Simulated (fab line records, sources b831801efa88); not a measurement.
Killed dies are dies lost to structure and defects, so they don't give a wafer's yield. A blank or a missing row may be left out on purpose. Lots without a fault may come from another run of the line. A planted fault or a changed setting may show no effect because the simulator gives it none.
fab line records | flow sky130
record lots=13 wafers=39 last_day=50
route steps=708 shown VIA1@460 CAP2M@606 METAL5@666 PASSIVATION@682 PAD_OPEN@708
lots that met no fault: from a run of the same line without faults
start_h: hours from the record's first day to the start of the lot's first wafer shown | wait_h: hours since the lot's step before | " the same as in the row above | L1.1+2: a row that stands for several wafers | - no value, or no start given | * or withheld: withheld | < > ~ a bound
route shown NAME@n: a module of which the file shows steps, and the number in the route of the first | usual: mean/standard deviation of fault-free wafers | same: alike in all rows | chamber/n: place in a boat | sites: the reading at each site | _std_site: their standard deviation | _edge_site: outer sites' mean less inner sites' | radius_mm: how far each site lies from the wafer's centre | mask NAME#n: copy n | behind: the tool/chamber that last shaped the wafer | hold: why the lot was held/for how many hours/how that ended | device: the transistor (n, p or np) that didn't switch | end of line: the same wafers' tests at the end of the route | a step without rows: its recipe alone | killed: dies lost to structure and defects at the first sort, not the wafer's yield | map: a wafer's dies, x killed, . not, _ none there
set.NAME: the setting as run; set.NAME@STEP: as run at that earlier step | model.NAME: the simulator's own value behind a step, which no gauge read
steps of the route over a sample of lots; a table a step, a row a wafer
services: from which hour (start_h, from the record's first day; less than 0 if before it) a tool's chamber was out of use, for how many hours, and why
## steps
# step SKY_VIA1_CMP_02
# recipe material=SiO2 down_force_psi=4 platen_rpm=60 pad_velocity_m_s=0.94248
# usual edge_zone_pressure_frac=1.001/0.0045 motor_current_A=11.7/1.2
# columns lot.wafer tool chamber start_h wait_h edge_zone_pressure_frac motor_current_A
L358.3 cmp-01 3 776.99 0.0 0.999 13.6
L358.2 " 1 " " 1.000 12.7
L358.5 " 0 " " 0.991 9.8
L359.1 cmp-01 3 780.50 0.1 0.994 13.4
L359.2 " 0 " " 1.008 10.6
L359.3 " 1 " " 1.000 12.4
L360.3 cmp-01 0 784.45 0.1 1.013 10.0
L360.4 " 1 " " 1.003 12.7
L360.2 " 2 " " 1.002 10.8
L361.1 cmp-01 0 786.56 0.1 0.999 10.2
L361.4 " 1 " " 0.993 13.0
L361.5 " 0 " " 1.002 9.8
L362.1 cmp-01 0 788.63 0.2 0.997 10.4
L362.4 " 2 " " 0.999 10.8
L362.2 " 3 " " 1.001 13.4
L364.2 cmp-02 2 811.33 0.1 0.993 12.2
L364.3 " 3 " " 1.011 11.1
L364.5 " 0 " " 0.997 10.2
L363.2 cmp-01 2 812.71 0.0 1.001 11.3
L363.1 " 3 " " 1.003 13.0
L363.5 " 2 " " 1.001 11.0
L366.3 cmp-02 1 824.41 0.1 1.004 12.2
L366.5 " 3 " " 1.006 11.6
L366.6 " 0 " " 0.996 9.5
L367.1 cmp-01 2 836.47 0.1 1.002 11.3
L367.2 " 3 " " 1.010 13.0
L367.6 " 2 " " 1.002 11.1
L370.3 cmp-01 0 864.22 0.0 1.001 10.5
L370.4 " 3 " " 0.998 13.4
L370.5 " 0 " " 1.005 10.4
L371.3 cmp-01 1 870.35 0.0 1.003 12.9
L371.1 " 0 " " 1.003 10.2
L371.5 " 2 " " 1.005 10.7
L372.1 cmp-01 0 873.32 0.1 1.015 10.7
L372.3 " 2 " " 1.001 11.3
L372.6 " 0 " " 1.002 10.2
L381.2 cmp-02 0 936.32 0.1 0.996 9.9
L381.1 " 2 " " 1.001 11.8
L381.6 " 0 " " 0.996 10.5
# step SKY_CAP2M_RS_MEAS_03
# recipe thk_meas_gauge=four-point-probe reads=TiN_of_CAP2M_SPUTTER_02
# usual CAP2M_TIN_RS=6.91/0.075
# columns lot.wafer tool chamber start_h wait_h CAP2M_TIN_RS[ohm/sq]
L358.2 film_metro-01 - 940.96 0.1 6.77
L358.3 " - " " 6.81
L358.5 " - " " 6.83
L359.1 film_metro-02 - 945.40 0.1 6.88
L359.2 " - " " 6.98
L359.3 " - " " 7.00
L360.2 film_metro-01 - 947.01 0.1 6.89
L360.3 " - " " 6.83
L360.4 " - " " 6.94
L361.1 film_metro-02 - 949.59 0.1 6.87
L361.4 " - " " 6.94
L361.5 " - " " 6.94
L362.1 film_metro-02 - 951.14 0.1 6.84
L362.2 " - " " 6.87
L362.4 " - " " 6.85
L364.2 film_metro-04 - 971.55 0.1 6.96
L364.3 " - " " 6.90
L364.5 " - " " 6.94
L363.1 film_metro-04 - 973.54 0.1 6.84
L363.2 " - " " 6.80
L363.5 " - " " 6.91
L366.3 film_metro-02 - 985.87 0.1 6.95
L366.5 " - " " 6.97
L366.6 " - " " 6.79
L367.1 film_metro-01 - 995.32 0.1 6.84
L367.2 " - " " 6.86
L367.6 " - " " 6.84
L370.3 film_metro-02 - 1019.48 0.1 6.76
L370.4 " - " " 6.88
L370.5 " - " " 6.83
L371.1 film_metro-02 - 1025.50 0.1 6.92
L371.3 " - " " 6.85
L371.5 " - " " 6.96
L372.1 film_metro-01 - 1027.34 0.1 7.05
L372.3 " - " " 6.91
L372.6 " - " " 6.89
L381.1 film_metro-04 - 1083.44 0.1 6.98
L381.2 " - " " 6.98
L381.6 " - " " 7.00
# step SKY_METAL5_RS_MEAS_05
# recipe thk_meas_gauge=four-point-probe reads=TiN_of_METAL5_SPUTTER_04+Ti_of_METAL5_SPUTTER_03+AlCu_of_METAL5_SPUTTER_02+TiN_of_METAL5_SPUTTER_01+Ti_of_METAL5_SPUTTER_00
# usual METAL5_ALCU_RS=0.0271/0.00032
# columns lot.wafer tool chamber start_h wait_h METAL5_ALCU_RS[ohm/sq]
L358.2 film_metro-02 - 1015.93 0.0 0.0275
L358.3 " - " " 0.0272
L358.5 " - " " 0.0272
L359.1 film_metro-03 - 1019.71 0.0 0.0272
L359.2 " - " " 0.0269
L359.3 " - " " 0.0272
L360.2 film_metro-03 - 1021.93 0.0 0.0275
L360.3 " - " " 0.0276
L360.4 " - " " 0.0276
L361.1 film_metro-02 - 1022.86 0.0 0.0270
L361.4 " - " " 0.0271
L361.5 " - " " 0.0271
L362.1 film_metro-03 - 1025.50 0.0 0.0275
L362.2 " - " " 0.0274
L362.4 " - " " 0.0275
L364.2 film_metro-03 - 1044.69 0.0 0.0269
L364.3 " - " " 0.0271
L364.5 " - " " 0.0269
L363.1 film_metro-02 - 1046.40 0.0 0.0273
L363.2 " - " " 0.0274
L363.5 " - " " 0.0275
L366.3 film_metro-04 - 1056.64 0.1 0.0272
L366.5 " - " " 0.0274
L366.6 " - " " 0.0273
L367.1 film_metro-02 - 1067.56 0.0 0.0276
L367.2 " - " " 0.0278
L367.6 " - " " 0.0275
L370.3 film_metro-04 - 1088.10 0.1 0.0274
L370.4 " - " " 0.0272
L370.5 " - " " 0.0276
L371.1 film_metro-03 - 1094.42 0.0 0.0270
L371.3 " - " " 0.0269
L371.5 " - " " 0.0267
L372.1 film_metro-02 - 1095.11 0.0 0.0261
L372.3 " - " " 0.0262
L372.6 " - " " 0.0262
L381.1 film_metro-04 - 1145.55 0.0 0.0271
L381.2 " - " " 0.0265
L381.6 " - " " 0.0268
# step SKY_PASSIVATION_THK_MEAS_01
# recipe reads=SiO2_of_PASSIVATION_CVD_00
# usual PASSIVATION_CVD_00_THK=90.0/1.2
# columns lot.wafer tool chamber start_h wait_h PASSIVATION_CVD_00_THK[nm]
L358.2 film_metro-03 - 1038.87 - 90.0
L358.3 " - " " 91.5
L358.5 " - " " 90.9
L359.1 film_metro-03 - 1042.71 - 89.9
L359.2 " - " " 89.4
L359.3 " - " " 91.5
L360.2 film_metro-01 - 1045.02 - 91.2
L360.3 " - " " 88.5
L360.4 " - " " 89.8
L361.1 film_metro-01 - 1045.78 - 88.9
L361.4 " - " " 91.2
L361.5 " - " " 90.0
L362.1 film_metro-03 - 1048.49 - 89.8
L362.2 " - " " 89.0
L362.4 " - " " 91.3
L364.2 film_metro-04 - 1067.27 - 89.6
L364.3 " - " " 88.8
L364.5 " - " " 90.5
L363.1 film_metro-01 - 1069.10 - 88.5
L363.2 " - " " 89.0
L363.5 " - " " 90.6
L366.3 film_metro-04 - 1078.27 - 90.1
L366.5 " - " " 90.9
L366.6 " - " " 92.8
L367.1 film_metro-04 - 1089.80 - 88.1
L367.2 " - " " 89.1
L367.6 " - " " 90.1
L370.3 film_metro-01 - 1108.62 - 87.4
L370.4 " - " " 90.1
L370.5 " - " " 90.6
L371.1 film_metro-04 - 1115.72 - 90.7
L371.3 " - " " 87.8
L371.5 " - " " 91.9
L372.1 film_metro-01 - 1116.56 - 88.6
L372.3 " - " " 88.4
L372.6 " - " " 90.9
L381.1 film_metro-04 - 1164.10 - 89.9
L381.2 " - " " 90.6
L381.6 " - " " 91.3
# step SKY_PAD_OPEN_PROBE_99
# usual defect_limited_yield=82.3/2 killed_at_M0_to_M3=43/7.1 killed_at_M4_up=3/1.7 killed_at_contacts=25/5.6 killed_at_front_end=16/4.1 killed_at_other=0.2/0.49 killed_dies=87/9.8 killed_on_rim=17/3.8 killed_open=47/7.6 killed_short=40/6.1 sort_bin_3_pad_short=0.9/0.44 sort_bin_5_function=10.5/1.6 sort_bin_6_memory=6.3/1 sort_n_pass=405/9.8 sort_yield_pct=82.3/2
# same gross_dies=492 killed_at_back_side=0 sort_bin_4_leakage[%]=0 sort_bin_8_speed[%]=0
# columns lot.wafer tool chamber start_h wait_h defect_limited_yield[%] killed_at_M0_to_M3 killed_at_M4_up killed_at_contacts killed_at_front_end killed_at_other killed_dies killed_on_rim killed_open killed_short sort_bin_3_pad_short[%] sort_bin_5_function[%] sort_bin_6_memory[%] sort_n_pass sort_yield_pct[%]
L358.2 prober-01 - 1085.47 0.1 83.9 43 5 17 14 0 79 14 46 33 0.4 10.0 5.7 413 83.9
L358.3 prober-01 - 1085.52 0.2 83.1 40 3 27 11 2 83 18 50 33 0.4 10.6 5.9 409 83.1
L358.5 prober-01 - 1085.62 0.2 79.1 56 7 29 11 0 103 21 53 50 0.6 12.8 7.5 389 79.1
L359.1 prober-02 - 1087.37 0.1 83.3 34 5 30 13 0 82 12 47 35 0.6 9.3 6.7 410 83.3
L359.2 prober-02 - 1087.42 0.1 86.4 32 1 18 15 1 67 16 34 33 0.6 8.3 4.7 425 86.4
L359.3 prober-02 - 1087.47 0.2 82.9 46 3 23 12 0 84 13 50 34 0.2 11.0 5.9 408 82.9
L360.2 prober-01 - 1090.59 0.1 83.3 36 4 25 17 0 82 18 47 35 0.8 10.0 5.9 410 83.3
L360.3 prober-01 - 1090.64 0.2 82.5 47 3 17 18 1 86 16 48 38 0.8 11.6 5.1 406 82.5
L360.4 prober-01 - 1090.69 0.2 81.3 48 5 23 16 0 92 19 43 49 0.8 11.4 6.5 400 81.3
L361.1 prober-02 - 1091.47 0.1 85.2 38 1 23 11 0 73 11 41 32 1.0 8.3 5.5 419 85.2
L361.4 prober-02 - 1091.62 0.2 82.9 30 2 36 14 2 84 13 48 36 1.0 10.0 6.1 408 82.9
L361.5 prober-02 - 1091.67 0.2 83.3 47 3 22 10 0 82 16 37 45 0.6 9.3 6.7 410 83.3
L362.1 prober-01 - 1093.19 0.1 81.5 43 3 21 22 2 91 21 48 43 1.0 9.3 8.1 401 81.5
L362.2 prober-01 - 1093.24 0.1 81.3 45 0 32 15 0 92 19 51 41 0.6 11.2 6.9 400 81.3
L362.4 prober-01 - 1093.34 0.2 82.9 41 1 27 15 0 84 21 48 36 0.6 10.6 5.9 408 82.9
L364.2 prober-02 - 1111.63 0.1 82.3 48 4 25 10 0 87 15 43 44 1.2 10.4 6.1 405 82.3
L364.3 prober-02 - 1111.68 0.2 82.7 47 2 17 19 0 85 7 49 36 0.2 9.6 7.5 407 82.7
L364.5 prober-02 - 1111.78 0.2 78.5 52 4 31 18 1 106 22 55 51 1.8 13.2 6.5 386 78.5
L363.1 prober-01 - 1113.32 0.1 84.1 46 1 25 6 0 78 15 43 35 0.8 8.5 6.5 414 84.1
L363.2 prober-01 - 1113.37 0.1 82.7 46 3 30 6 0 85 15 46 39 1.0 10.2 6.1 407 82.7
L363.5 prober-01 - 1113.52 0.2 81.7 43 1 33 13 0 90 15 48 42 1.2 11.4 5.7 402 81.7
L366.3 prober-01 - 1121.24 0.2 80.9 41 4 22 26 1 94 20 44 50 1.0 11.2 6.9 398 80.9
L366.5 prober-01 - 1121.34 0.2 82.3 43 0 21 23 0 87 21 55 32 0.6 11.6 5.5 405 82.3
L366.6 prober-01 - 1121.39 0.2 82.9 37 3 31 13 0 84 20 48 36 1.2 9.6 6.3 408 82.9
L367.1 prober-02 - 1132.33 0.1 83.5 39 5 18 19 0 81 19 42 39 1.2 10.4 4.9 411 83.5
L367.2 prober-02 - 1132.38 0.1 84.1 40 2 21 15 0 78 18 40 38 1.4 8.3 6.1 414 84.1
L367.6 prober-02 - 1132.58 0.2 81.1 50 2 36 5 0 93 13 54 39 0.6 12.2 6.1 399 81.1
L370.3 prober-01 - 1148.67 0.2 79.5 41 5 36 19 0 101 27 52 49 0.8 12.0 7.7 391 79.5
L370.4 prober-01 - 1148.72 0.2 81.9 37 4 31 17 0 89 24 42 47 0.8 11.0 6.3 403 81.9
L370.5 prober-01 - 1148.77 0.2 79.5 58 2 27 14 0 101 20 55 46 0.4 12.4 7.7 391 79.5
L371.1 prober-01 - 1156.79 0.1 80.5 51 3 29 13 0 96 17 52 44 0.2 11.8 7.5 396 80.5
L371.3 prober-01 - 1156.89 0.2 82.3 40 2 26 19 0 87 15 46 41 1.8 9.8 6.1 405 82.3
L371.5 prober-01 - 1156.99 0.2 80.5 40 2 32 22 0 96 22 54 42 2.0 11.4 6.1 396 80.5
L372.1 prober-02 - 1157.44 0.1 52.0 192 3 27 14 0 236 50 53 29 3.0 29.5 15.4 256 52.0
L372.3 prober-02 - 1157.54 0.2 82.3 43 2 26 16 0 87 17 53 34 1.0 11.0 5.7 405 82.3
L372.6 prober-02 - 1157.69 0.2 49.8 199 7 29 12 0 247 46 56 41 3.5 32.5 14.2 245 49.8
L381.1 prober-01 - 1198.16 0.1 81.1 44 2 28 19 0 93 17 41 52 1.6 11.4 5.9 399 81.1
L381.2 prober-01 - 1198.21 0.1 80.9 45 1 29 19 0 94 22 50 44 0 13.0 6.1 398 80.9
L381.6 prober-01 - 1198.41 0.2 82.5 40 3 29 14 0 86 18 55 31 0.6 10.6 6.3 406 82.5
# killed by level:class
L358.2 VIA1:geometric_particle:open=14 METAL2:geometric_particle:short=8 CONTACT:geometric_particle:open=7 POLY_GATE:geometric_particle:open=6 POLY_GATE:geometric_particle:short=5 VIA2:geometric_particle:open=5 LI_CONTACT:geometric_particle:open=4 VIA3:geometric_particle:open=4
L358.3 VIA3:geometric_particle:open=11 LI_CONTACT:geometric_particle:open=8 CONTACT:geometric_particle:open=8 VIA2:geometric_particle:open=7 VIA1:geometric_particle:open=6 VIA3:geometric_particle:short=5 FIELD_ISO:geometric_particle:short=4 LI_CONTACT:geometric_particle:short=4
L358.5 VIA1:geometric_particle:open=18 CONTACT:geometric_particle:open=12 VIA3:geometric_particle:short=8 METAL1:geometric_particle:short=6 LI_CONTACT:geometric_particle:open=6 CONTACT:geometric_particle:short=6 METAL4:geometric_particle:short=6 VIA2:geometric_particle:open=5
L359.1 CONTACT:geometric_particle:open=12 LI_CONTACT:geometric_particle:open=8 METAL2:geometric_particle:short=6 VIA1:geometric_particle:open=5 CONTACT:geometric_particle:short=4 METAL1:geometric_particle:short=4 VIA2:geometric_particle:open=4 VIA3:geometric_particle:open=4
L359.2 CONTACT:geometric_particle:open=8 VIA1:geometric_particle:open=8 LOCAL_INTERCONNECT:geometric_particle:short=5 VIA1:geometric_particle:short=5 FIELD_ISO:geometric_particle:short=4 FIELD_ISO:geometric_particle:open=4 POLY_GATE:geometric_particle:open=4 METAL3:geometric_particle:short=4
L359.3 LI_CONTACT:geometric_particle:open=9 VIA2:geometric_particle:open=9 VIA1:geometric_particle:open=8 CONTACT:geometric_particle:open=7 FIELD_ISO:geometric_particle:open=6 VIA2:geometric_particle:short=6 VIA1:geometric_particle:short=5 VIA3:geometric_particle:open=5
L360.2 VIA1:geometric_particle:open=17 CONTACT:geometric_particle:open=8 FIELD_ISO:geometric_particle:short=7 LI_CONTACT:geometric_particle:open=6 VIA2:geometric_particle:open=5 LOCAL_INTERCONNECT:geometric_particle:short=4 CONTACT:geometric_particle:short=4 METAL4:geometric_particle:short=4
L360.3 VIA2:geometric_particle:open=9 CONTACT:geometric_particle:open=8 VIA1:geometric_particle:open=8 METAL2:geometric_particle:short=7 VIA3:geometric_particle:open=7 FIELD_ISO:geometric_particle:open=5 FIELD_ISO:geometric_particle:short=4 METAL3:geometric_particle:short=4
L360.4 CONTACT:geometric_particle:open=10 VIA1:geometric_particle:open=10 VIA3:geometric_particle:open=6 POLY_GATE:geometric_particle:short=5 LOCAL_INTERCONNECT:geometric_particle:short=5 METAL2:geometric_particle:short=5 METAL1:geometric_particle:short=5 METAL3:geometric_particle:short=5
L361.1 LI_CONTACT:geometric_particle:open=8 VIA3:geometric_particle:open=8 CONTACT:geometric_particle:open=6 CONTACT:geometric_particle:short=5 VIA1:geometric_particle:short=5 VIA1:geometric_particle:open=5 VIA2:geometric_particle:open=4 FIELD_ISO:geometric_particle:short=3
L361.4 CONTACT:geometric_particle:open=13 VIA3:geometric_particle:open=10 LI_CONTACT:geometric_particle:open=8 CONTACT:geometric_particle:short=6 VIA1:geometric_particle:open=6 LOCAL_INTERCONNECT:geometric_particle:short=5 FIELD_ISO:geometric_particle:short=3 FIELD_ISO:geometric_particle:open=3
L361.5 VIA1:geometric_particle:open=11 CONTACT:geometric_particle:open=7 METAL3:geometric_particle:short=7 VIA3:geometric_particle:open=6 LI_CONTACT:geometric_particle:open=5 VIA1:geometric_particle:short=5 VIA2:geometric_particle:open=5 FIELD_ISO:geometric_particle:short=4
L362.1 VIA2:geometric_particle:open=11 POLY_GATE:geometric_particle:open=8 VIA3:geometric_particle:open=6 POLY_GATE:geometric_particle:short=6 CONTACT:geometric_particle:open=6 VIA1:geometric_particle:open=6 VIA2:geometric_particle:short=6 METAL1:geometric_particle:short=5
L362.2 LI_CONTACT:geometric_particle:open=10 VIA1:geometric_particle:open=10 VIA2:geometric_particle:short=8 CONTACT:geometric_particle:open=7 VIA1:geometric_particle:short=6 CONTACT:geometric_particle:short=5 VIA2:geometric_particle:open=5 FIELD_ISO:geometric_particle:open=4
L362.4 CONTACT:geometric_particle:open=13 VIA2:geometric_particle:open=8 VIA3:geometric_particle:short=7 LI_CONTACT:geometric_particle:open=6 POLY_GATE:geometric_particle:short=6 METAL1:geometric_particle:short=6 VIA1:geometric_particle:open=5 METAL1:geometric_particle:open=4
L364.2 VIA1:geometric_particle:short=11 CONTACT:geometric_particle:open=11 VIA1:geometric_particle:open=9 LI_CONTACT:geometric_particle:open=6 METAL1:geometric_particle:short=6 VIA2:geometric_particle:open=6 METAL2:geometric_particle:short=5 POLY_GATE:geometric_particle:short=4
L364.3 VIA1:geometric_particle:open=9 LI_CONTACT:geometric_particle:open=8 VIA3:geometric_particle:open=8 METAL2:geometric_particle:short=6 FIELD_ISO:geometric_particle:short=5 CONTACT:geometric_particle:open=5 METAL1:geometric_particle:short=5 VIA2:geometric_particle:open=5
L364.5 CONTACT:geometric_particle:open=13 VIA1:geometric_particle:open=9 FIELD_ISO:geometric_particle:short=7 LI_CONTACT:geometric_particle:open=7 VIA1:geometric_particle:short=7 VIA3:geometric_particle:open=7 VIA2:geometric_particle:open=6 VIA2:geometric_particle:short=6
L363.1 VIA1:geometric_particle:open=12 LI_CONTACT:geometric_particle:open=9 VIA1:geometric_particle:short=8 CONTACT:geometric_particle:open=6 VIA2:geometric_particle:open=6 METAL2:geometric_particle:short=5 CONTACT:geometric_particle:short=4 METAL2:geometric_particle:open=4
L363.2 CONTACT:geometric_particle:open=10 LI_CONTACT:geometric_particle:open=8 LOCAL_INTERCONNECT:geometric_particle:short=8 METAL2:geometric_particle:short=8 VIA1:geometric_particle:short=6 VIA1:geometric_particle:open=6 VIA2:geometric_particle:open=6 VIA3:geometric_particle:open=5
L363.5 VIA1:geometric_particle:open=10 CONTACT:geometric_particle:open=9 VIA2:geometric_particle:open=8 LI_CONTACT:geometric_particle:open=7 LI_CONTACT:geometric_particle:short=6 METAL1:geometric_particle:short=6 METAL2:geometric_particle:short=6 CONTACT:geometric_particle:short=5
L366.3 CONTACT:geometric_particle:open=7 VIA2:geometric_particle:open=7 POLY_GATE:geometric_particle:open=6 LI_CONTACT:geometric_particle:open=6 METAL1:geometric_particle:short=6 VIA3:geometric_particle:open=6 SPACER:geometric_particle:short=5 LOCAL_INTERCONNECT:geometric_particle:short=5
L366.5 VIA3:geometric_particle:open=9 CONTACT:geometric_particle:open=9 VIA1:geometric_particle:open=9 VIA2:geometric_particle:open=8 FIELD_ISO:geometric_particle:open=7 POLY_GATE:geometric_particle:short=7 METAL1:geometric_particle:short=6 LI_CONTACT:geometric_particle:open=5
L366.6 CONTACT:geometric_particle:open=12 LI_CONTACT:geometric_particle:open=9 VIA2:geometric_particle:open=8 LOCAL_INTERCONNECT:geometric_particle:short=7 METAL2:geometric_particle:short=6 VIA2:geometric_particle:short=5 VIA1:geometric_particle:short=5 VIA1:geometric_particle:open=4
L367.1 VIA2:geometric_particle:open=8 FIELD_ISO:geometric_particle:short=7 LI_CONTACT:geometric_particle:open=6 CONTACT:geometric_particle:open=6 VIA1:geometric_particle:short=6 VIA3:geometric_particle:open=5 METAL3:geometric_particle:short=5 POLY_GATE:geometric_particle:open=3
L367.2 VIA2:geometric_particle:open=8 VIA1:geometric_particle:open=7 VIA3:geometric_particle:short=7 LOCAL_INTERCONNECT:geometric_particle:short=6 VIA1:geometric_particle:short=5 FIELD_ISO:geometric_particle:open=4 FIELD_ISO:geometric_particle:short=4 LI_CONTACT:geometric_particle:open=4
L367.6 VIA1:geometric_particle:open=12 CONTACT:geometric_particle:open=12 LI_CONTACT:geometric_particle:open=9 CONTACT:geometric_particle:short=7 VIA3:geometric_particle:open=6 VIA1:geometric_particle:short=6 METAL2:geometric_particle:short=5 LOCAL_INTERCONNECT:geometric_particle:short=5
L370.3 CONTACT:geometric_particle:open=17 LI_CONTACT:geometric_particle:open=9 METAL2:geometric_particle:short=8 VIA1:geometric_particle:open=7 FIELD_ISO:geometric_particle:short=6 VIA2:geometric_particle:open=6 VIA1:geometric_particle:short=5 POLY_GATE:geometric_particle:short=4
L370.4 LI_CONTACT:geometric_particle:open=10 VIA1:geometric_particle:open=9 METAL2:geometric_particle:short=9 FIELD_ISO:geometric_particle:short=7 CONTACT:geometric_particle:open=7 VIA2:geometric_particle:open=7 LI_CONTACT:geometric_particle:short=6 LOCAL_INTERCONNECT:geometric_particle:short=6
L370.5 VIA1:geometric_particle:open=18 METAL1:geometric_particle:short=12 LI_CONTACT:geometric_particle:open=10 CONTACT:geometric_particle:open=7 FIELD_ISO:geometric_particle:short=6 VIA2:geometric_particle:open=6 LOCAL_INTERCONNECT:geometric_particle:short=4 METAL2:geometric_particle:short=4
L371.1 VIA1:geometric_particle:open=17 LI_CONTACT:geometric_particle:open=10 CONTACT:geometric_particle:short=7 VIA2:geometric_particle:open=7 FIELD_ISO:geometric_particle:open=6 CONTACT:geometric_particle:open=6 VIA1:geometric_particle:short=6 METAL2:geometric_particle:short=5
L371.3 VIA1:geometric_particle:open=13 CONTACT:geometric_particle:open=10 POLY_GATE:geometric_particle:open=5 LI_CONTACT:geometric_particle:open=5 LOCAL_INTERCONNECT:geometric_particle:short=5 METAL1:geometric_particle:short=5 VIA3:geometric_particle:open=5 FIELD_ISO:geometric_particle:short=4
L371.5 CONTACT:geometric_particle:open=13 VIA1:geometric_particle:open=12 FIELD_ISO:geometric_particle:short=9 LI_CONTACT:geometric_particle:open=7 VIA3:geometric_particle:open=7 POLY_GATE:geometric_particle:short=6 METAL1:geometric_particle:short=4 LOCAL_INTERCONNECT:geometric_particle:open=4
L372.1 VIA1:unspecified=154 CONTACT:geometric_particle:open=16 VIA1:geometric_particle:open=9 FIELD_ISO:geometric_particle:open=6 LI_CONTACT:geometric_particle:open=5 VIA3:geometric_particle:open=5 POLY_GATE:geometric_particle:open=4 VIA1:geometric_particle:short=4
L372.3 VIA1:geometric_particle:open=10 CONTACT:geometric_particle:open=9 VIA3:geometric_particle:open=8 LI_CONTACT:geometric_particle:open=6 VIA2:geometric_particle:open=6 POLY_GATE:geometric_particle:open=4 LOCAL_INTERCONNECT:geometric_particle:short=4 CONTACT:geometric_particle:short=4
L372.6 VIA1:unspecified=150 VIA1:geometric_particle:open=12 VIA2:geometric_particle:open=12 CONTACT:geometric_particle:short=11 CONTACT:geometric_particle:open=9 LI_CONTACT:geometric_particle:open=6 METAL3:geometric_particle:short=5 FIELD_ISO:geometric_particle:short=4
L381.1 CONTACT:geometric_particle:short=11 CONTACT:geometric_particle:open=8 VIA3:geometric_particle:open=7 VIA2:geometric_particle:open=7 FIELD_ISO:geometric_particle:short=6 VIA1:geometric_particle:short=6 VIA2:geometric_particle:short=5 VIA3:geometric_particle:short=5
L381.2 CONTACT:geometric_particle:open=12 VIA1:geometric_particle:open=11 VIA2:geometric_particle:short=7 FIELD_ISO:geometric_particle:short=6 CONTACT:geometric_particle:short=6 METAL2:geometric_particle:short=6 METAL1:geometric_particle:short=5 VIA3:geometric_particle:open=5
L381.6 LI_CONTACT:geometric_particle:open=14 VIA1:geometric_particle:open=8 VIA2:geometric_particle:open=8 VIA3:geometric_particle:open=7 CONTACT:geometric_particle:open=6 FIELD_ISO:geometric_particle:short=4 POLY_GATE:geometric_particle:short=4 METAL2:geometric_particle:short=4
## services
# columns tool chamber start_h hours kind
cmp-01 - 773.26 1.7 repair
cmp-02 - 784.68 4.0 pm
cmp-02 - 788.68 - consumable_replace:conditioner
cmp-02 - 788.68 - consumable_replace:pad
cmp-02 - 802.37 3.8 repair
cmp-01 - 822.94 3.6 pm
cmp-02 - 827.09 6.3 pm
cmp-01 - 831.97 3.4 repair
cmp-01 - 854.05 3.3 pm
cmp-01 - 912.00 4.0 pm
cmp-01 - 916.00 - consumable_replace:conditioner
cmp-01 - 916.00 - consumable_replace:pad
cmp-02 - 931.77 1.3 repair
## key
first_sign step=SKY_PAD_OPEN_PROBE_99 reading=killed_at_M0_to_M3 direction=up sigmas=22 usual=43 struck=196
effect step=SKY_PAD_OPEN_PROBE_99 reading=defect_limited_yield direction=down sigmas=16 usual=82.3 struck=50.9
met_at SKY_VIA1_CMP_02
struck_lots L372
struck_wafers L372.1,L372.6
not_acting_at SKY_CAP2M_RS_MEAS_03,SKY_METAL5_RS_MEAS_05,SKY_PASSIVATION_THK_MEAS_01
onset_between 870.35 873.32
fault kind=chamber_particle_source tool=cmp-01 chamber=0 onset_h=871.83 steps=SKY_VIA1_CMP_02 rate_per_visit_cm2=0.71871 end_h=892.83
